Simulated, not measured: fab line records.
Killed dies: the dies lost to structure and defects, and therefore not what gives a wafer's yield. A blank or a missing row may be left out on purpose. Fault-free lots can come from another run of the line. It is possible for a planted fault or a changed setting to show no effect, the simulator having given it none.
A struck lot beside a sound one    flow sky130    34 steps out of a route of 708
Sound: wafers L423.3, L423.4, L423.5. Wafers L416.2, L416.3, L416.6 were the ones struck. The cause is given at the end.
Per side, at each step with rows, come the tool, then ch with its chambers, and then its first start. Under that, the readings that differ: sound wafers    struck wafers    difference of the means    sigmas: that difference in standard deviations of wafers without a fault.
alike: same words and numbers on both sides, and readings whose means sit less than 2 such deviations apart. not compared: any withheld reading, any reading some wafer has no value for, any bound like >300 that may hide the same value, and any number with overlapping values for which the record gives no deviation.
Wherever a step has rows on one side only, a row that says differs or no value, or a row with sigmas, the two part there. Non-overlapping numbers with no deviation appear without sigmas and do not part them. A reading that every wafer of one side lacks parts them only if that side has two wafers or more.

first, 10 steps without rows for these wafers: SKY_METAL4_PEB_11; SKY_METAL4_DEVELOP_12 (develop time 60 s); SKY_METAL4_DESCUM_15 (chemistry O2, time 8 s); SKY_METAL4_ETCH_16 (etches BARC in N2/H2, stops on SiO2, time 88.2 s, target depth 60 nm); SKY_METAL4_ETCH_17 (etches SiO2 in C4F8/O2/Ar, stops on TiN, time 3.9 s, target depth 15 nm); SKY_METAL4_METAL_ETCH_18 (etches the open film in Cl2/BCl3, stops on SiO2, target depth 845 nm, time 183.1 s); SKY_METAL4_STRIP_19 (strips in O2/N2); SKY_METAL4_STRIP_20 (strips in post etch residue remover, time 1200 s); SKY_METAL4_CLEAN_21 (cleans in IPA, time 180 s); SKY_METAL4_CLEAN_22 (cleans in O3/DIW).
SKY_VIA4_HDPCVD_00: deposits SiO2, target thk 1750 nm, time 291.7 s.
  sound on hdpcvd-02 ch 0,2, day 46 04:41; struck on hdpcvd-01 ch 1,2, day 43 20:13
  alike: sih4_flow_sccm
then, 22 steps without rows for these wafers: SKY_VIA4_CMP_02 (polishes SiO2); SKY_VIA4_DEHYDRATE_04 (time 60 s); SKY_VIA4_HMDS_05 (prime time 60 s); SKY_VIA4_COAT_06 (resist thk 1140 nm); SKY_VIA4_SOFTBAKE_07 (time 60 s); SKY_VIA4_EXPOSE_08 (exposes mask VIM4, target cd 800 nm); SKY_VIA4_PEB_09; SKY_VIA4_DEVELOP_10 (develop time 60 s); SKY_VIA4_ETCH_12 (etches SiO2 in C4F8/O2/Ar, stops on TiN, target depth 580 nm); SKY_VIA4_STRIP_13 (strips in O2/N2); SKY_VIA4_STRIP_14 (strips in post etch residue remover, time 1200 s); SKY_VIA4_CLEAN_15 (cleans in IPA, time 180 s); SKY_VIA4_CLEAN_16 (cleans in O3/DIW); SKY_VIA4_SPUTTER_17 (material TiN, target thk 20 nm, time 80 s); SKY_VIA4_CVD_18 (deposits W, target thk 505 nm, time 152.14 s); SKY_VIA4_CMP_21 (polishes, stops on SiO2, t overpolish 25 s, target thk 0 nm); SKY_METAL5_SPUTTER_00 (material Ti, target thk 15 nm, time 10 s); SKY_METAL5_SPUTTER_01 (material TiN, target thk 20 nm, time 16.7 s); SKY_METAL5_SPUTTER_02 (material AlCu, target thk 1150 nm, time 61.2 s); SKY_METAL5_SPUTTER_03 (material Ti, target thk 5 nm, time 3.3 s); SKY_METAL5_SPUTTER_04 (material TiN, target thk 70 nm, time 58.3 s); SKY_METAL5_DEHYDRATE_07 (time 60 s).
-- the record jumps here: 4 days lie between the struck wafers' starts before and after (it left off in module METAL5 and takes up again in module PAD_OPEN, whose first step shown is number 708 of the route) --
SKY_PAD_OPEN_PROBE_99:
  sound on prober-02, day 49 18:02; struck on prober-01, day 47 14:25
reading                                sound              struck             difference  sigmas
defect_limited_yield (%)               84.1 81.1 81.1     69.7 78.7 67.1     -10.3       -6
killed_at_M4_up                        2 4 3              70 26 69           +52         +31
killed_dies                            78 93 93           149 105 162        +51         +6
sort_bin_3_pad_short (%)               1.0 1.0 0          5.7 2.4 5.5        +3.9        +10
sort_bin_5_function (%)                9.6 10.4 10.4      16.3 12.6 19.7     +6.1        +4
sort_n_pass                            414 399 399        343 387 330        -51         -6
sort_yield_pct (%)                     84.1 81.1 81.1     69.7 78.7 67.1     -10.3       -6
model.etest.tester.sort_n_pass         414 399 399        343 387 330        -51         
model.etest.tester.sort_yield_pct (%)  84.15 81.1 81.1    69.72 78.66 67.07  -10.30      
model.etest.tester.sort_bin_5_pct (%)  9.553 10.37 10.37  16.26 12.6 19.72   +6.10       
model.etest.tester.sort_bin_3_pct (%)  1.016 1.016 0      5.691 2.439 5.488  +3.862      
  alike: killed_at_M0_to_M3, killed_at_contacts, killed_at_front_end, killed_at_other, killed_open, killed_short, sort_bin_6_memory

== WHERE THEY PART ==
Only at SKY_PAD_OPEN_PROBE_99, within this record.

WHY: the cause the simulator had injected
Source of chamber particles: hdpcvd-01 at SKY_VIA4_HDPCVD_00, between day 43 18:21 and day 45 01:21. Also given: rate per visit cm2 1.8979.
